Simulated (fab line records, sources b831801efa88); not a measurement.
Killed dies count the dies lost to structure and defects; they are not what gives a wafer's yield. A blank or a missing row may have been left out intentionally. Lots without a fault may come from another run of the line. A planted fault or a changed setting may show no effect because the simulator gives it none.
Tool commonality check -- flow gf180mcu -- Sample size 13 lots and 39 wafers

WHY THIS WAS OPENED
At GF_HV_LDD_RS_MEAS_53 the reading HV_LDD_RS is flagged on 2 of 13 lots. Fault-free wafers read 418.0 ohm/sq, with a standard deviation of 1.
Rule: a lot gets a flag if all its wafers with a number sit over 4 standard deviations from that mean, or if no wafer of it has a number. The rest of the lots are taken to be sound.

lot,measured,on,"HV_LDD_RS (ohm/sq), wafer by wafer",flag
L428,day 12 09:37,film metro-01,417.9 417.7 417.8,
L429,day 12 19:41,film metro-01,417.6 417.2 417.8,
L430,day 13 03:45,film metro-01,418.1 417.5 417.5,
L431,day 13 10:32,film metro-01,419.2 418.2 418.5,
L432,day 13 17:36,film metro-03,419.9 418.8 419.8,
L433,day 14 01:34,film metro-01,419.0 417.5 418.4,
L435,day 15 05:10,film metro-03,437.0 437.4 437.5,FLAGGED
L439,day 16 01:43,film metro-03,438.5 438.4 438.3,FLAGGED
L445,day 18 06:25,film metro-03,418.9 417.0 418.8,
L446,day 18 09:22,film metro-03,417.5 418.1 418.4,
L447,day 18 21:43,film metro-04,419.6 420.1 419.2,
L449,day 19 13:09,film metro-03,416.9 417.9 418.0,
L450,day 19 23:20,film metro-01,416.1 416.1 417.1,
On average the flagged lots' numbers are 437.9 ohm/sq, which is +19.9 ohm/sq against the usual, or +20 standard deviations.

WHICH TOOL EACH LOT WENT THROUGH
The record holds 1 process step before the reading, out of a route of 602 steps. Read each cell as the tool, then ch plus the chambers that the sampled wafers visited, then the start.
lot,flag,GF_HV_LDD_IMPLANT_09
L428,,"implanter-01 ch 0, day 10 00:00"
L429,,"implanter-03 ch 0, day 10 08:25"
L430,,"implanter-03 ch 0, day 10 16:52"
L431,,"implanter-03 ch 0, day 10 22:48"
L432,,"implanter-01 ch 0, day 11 05:51"
L433,,"implanter-01 ch 0, day 11 12:04"
L435,FLAGGED,"implanter-01 ch 0, day 12 13:31"
L439,FLAGGED,"implanter-01 ch 0, day 13 08:39"
L445,,"implanter-03 ch 0, day 15 09:27"
L446,,"implanter-04 ch 0, day 15 12:43"
L447,,"implanter-03 ch 0, day 15 23:40"
L449,,"implanter-04 ch 0, day 16 13:46"
L450,,"implanter-04 ch 0, day 16 22:34"
What the steps here do:
- GF_HV_LDD_IMPLANT_09
- GF_HV_LDD_RS_MEAS_53: measures by four-point-probe.

FLAGGED AGAINST TOTAL, ONE TOOL AT A TIME (gauges that did the reading follow at the end)
step,tool,lots run,flagged,share of the flagged lots,sound lots run after its first flagged lot
GF_HV_LDD_IMPLANT_09,implanter-01,5,2,all,0
GF_HV_LDD_IMPLANT_09,implanter-03,5,0,none,-
GF_HV_LDD_IMPLANT_09,implanter-04,3,0,none,-
GF_HV_LDD_RS_MEAS_53,film metro-01,6,0,none,-
GF_HV_LDD_RS_MEAS_53,film metro-03,6,2,all,"3 (L445,L446,L449)"
GF_HV_LDD_RS_MEAS_53,film metro-04,1,0,none,-

WHAT THE TABLE PERMITS
Every flagged lot went through 2 rows of the table: implanter-01 at GF_HV_LDD_IMPLANT_09 and film metro-03 at GF_HV_LDD_RS_MEAS_53.
- implanter-01 at GF_HV_LDD_IMPLANT_09 ran 5 lots, 2 of them flagged. Last sound lot L433 at day 11 12:04, first flagged lot L435 at day 12 13:31; a fault beginning in between fits. Its own readings lie more than 4 standard deviations out on every wafer of the flagged lots: dose ions cm2, faraday current uA.
- film metro-03 at GF_HV_LDD_RS_MEAS_53 ran 6 lots, 2 of them flagged. Sound lots ran on it after the first flagged one (L445, L446, L449), which a lasting fault on the whole tool wouldn't allow.
implanter-01 at GF_HV_LDD_IMPLANT_09 is the single tool remaining.

WHAT THE SIMULATOR PUT IN
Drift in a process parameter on implanter-01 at GF_HV_LDD_IMPLANT_09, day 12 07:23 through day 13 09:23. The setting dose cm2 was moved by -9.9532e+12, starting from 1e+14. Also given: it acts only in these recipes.
Struck lots among those shown: L435, L439. The rule above reached the same finding.
